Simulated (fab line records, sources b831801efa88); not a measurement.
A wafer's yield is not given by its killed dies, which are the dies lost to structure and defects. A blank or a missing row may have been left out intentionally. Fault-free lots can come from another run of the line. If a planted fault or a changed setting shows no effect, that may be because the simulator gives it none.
Comparing a struck lot with a sound one ; flow sky130 ; 14 out of 708 route steps
Sound: the wafers L869.1, L869.2, L869.4. Struck: wafer L879.3. (L879.1, L879.6 of the same lot were not struck and are left out.) The cause comes at the end.
Order at every step that has rows: each side's tool, ch and its chambers, its first start. Under that, the readings that differ: sound wafers ; struck wafers ; difference of the means ; sigmas: that difference in standard deviations of wafers without a fault.
alike: same words and numbers on both sides, and readings whose means sit less than 2 such deviations apart. not compared: any withheld reading, any reading some wafer has no value for, any bound like >300 that may hide the same value, and any number with overlapping values for which the record gives no deviation.
The two part at a step that has a row with sigmas, a row that says differs or no value, or rows on one side only. Numbers that have no deviation but don't overlap get no sigmas and don't part them. A reading missing from all wafers of one side parts the sides only when that side holds two or more wafers.

SKY_VIA2_STRIP_16: strips in O2/N2.
  sound on plasma-asher-04 ch 0,1, day 39 02:11; struck on plasma-asher-03 ch 1, day 41 22:40
  alike: drypump-motor-current-A, oes-product-au, strip-time-to-endpoint-s
  not compared: rf-hours-counter-h
then, 5 steps without rows for these wafers: SKY_VIA2_STRIP_17 (strips in post etch residue remover, time 1200 s); SKY_VIA2_CLEAN_18 (cleans in IPA, time 180 s); SKY_VIA2_CLEAN_19 (cleans in O3/DIW); SKY_VIA2_SPUTTER_20 (material TiN, target thk 20 nm, time 80 s); SKY_VIA2_CVD_21 (deposits W, target thk 420 nm, time 126.4 s).
SKY_VIA2_RS_MEAS_22: the measuring method here is four-point-probe.
  sound on film-metro-03 at day 39 03:01; struck on film-metro-04 at day 41 23:31
  alike: VIA2_W_RS
SKY_VIA2_THK_MEAS_23: measures by xrf.
  sound on film-metro-03 at day 39 03:08; struck on film-metro-04 at day 41 23:38
  alike: VIA2_W_THK
then, 1 step without rows for these wafers: SKY_VIA2_CMP_24 (polishes, stops on SiO2, t overpolish 20 s, target thk 0 nm).
SKY_METAL3_SPUTTER_00: material Ti, target thk 15 nm, time 10 s.
  sound on pvd-sputter-02 at day 39 05:22; struck on pvd-sputter-04 at day 41 23:59
  alike: throttle-valve-pct
SKY_METAL3_SPUTTER_01: material TiN, target thk 20 nm, time 16.7 s.
  sound on pvd-sputter-02 at day 39 05:23; struck on pvd-sputter-04 at day 42 00:01
  alike: throttle-valve-pct
SKY_METAL3_SPUTTER_02: material AlCu, target thk 735 nm, time 39.1 s.
  sound on pvd-sputter-02 at day 39 05:25; struck on pvd-sputter-04 at day 42 00:02
  alike: throttle-valve-pct
SKY_METAL3_SPUTTER_03: material Ti, target thk 5 nm, time 3.3 s.
  sound on pvd-sputter-02 at day 39 05:27; struck on pvd-sputter-04 at day 42 00:05
reading;sound;struck;difference;sigmas
model.Ti_of_METAL3_SPUTTER_03.thk-nm (nm);5.277 5.165 5.192;4.223;-0.988;
  alike: throttle-valve-pct
SKY_METAL3_SPUTTER_04: material TiN, target thk 70 nm, time 58.3 s.
  sound on pvd-sputter-02 at day 39 05:28; struck on pvd-sputter-04 at day 42 00:05
  alike: throttle-valve-pct

WHERE THEY PART
Nowhere in this record.

WHY: what the simulator had put in
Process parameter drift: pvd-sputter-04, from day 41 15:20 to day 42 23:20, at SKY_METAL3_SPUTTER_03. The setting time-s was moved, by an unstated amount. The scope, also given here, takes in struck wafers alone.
